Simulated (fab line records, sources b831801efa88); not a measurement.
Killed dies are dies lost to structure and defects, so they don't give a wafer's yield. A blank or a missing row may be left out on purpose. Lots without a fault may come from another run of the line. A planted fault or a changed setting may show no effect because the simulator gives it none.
One fault seen from 2 desks | flow sfq_line | each desk has only its own numbers; what lay behind them comes last

THE TOOL OWNER'S DESK: krf_scanner-02
The tool's own readings at SFQ_TRILAYER_L0_VIA_LITHO_EXPOSE_014 (exposes mask L0V, target cd 700 nm): means of the sampled wafers that have a number, for each lot that ran on this tool. A lot is out of limits, marked OUT, if its mean lies more than 4 standard deviations from the usual mean; the brackets give that distance.
Columns: A = stage_vel_mm_s at SFQ_TRILAYER_L0_VIA_LITHO_EXPOSE_014, usual 499.99 mm/s
lot  | first seen here | A
L303 | day 4 22:38     | 500.13
L305 | day 5 07:19     | 499.80
L312 | day 6 07:25     | 499.98
L314 | day 6 22:01     | 499.81
L324 | day 9 12:58     | 499.87
L325 | day 9 17:19     | 499.80
This desk's finding: nothing out of limits on any of the 6 lots.

THE METROLOGY DESK
What the gauges read, lot by lot, whatever tool the lot ran on: means of the sampled wafers that have a number. A lot is out of limits, marked OUT, if its mean lies more than 4 standard deviations from the usual mean; the brackets give that distance.
Columns: A = L0V_OVL at SFQ_L0V_OVL_MEAS_903, usual -1 nm
lot  | first seen here | A
L303 | day 5 00:08     | -4
L305 | day 5 08:49     | -9
L312 | day 6 08:55     | -2
L314 | day 6 23:19     | 4
L324 | day 9 14:28     | 5
L325 | day 9 18:49     | -5
This desk's finding: nothing out of limits on any of the 6 lots.

PUT TOGETHER
The tool owner's desk saw nothing out of limits.
The metrology desk saw nothing out of limits.

WHAT THE SIMULATOR HAD PUT IN
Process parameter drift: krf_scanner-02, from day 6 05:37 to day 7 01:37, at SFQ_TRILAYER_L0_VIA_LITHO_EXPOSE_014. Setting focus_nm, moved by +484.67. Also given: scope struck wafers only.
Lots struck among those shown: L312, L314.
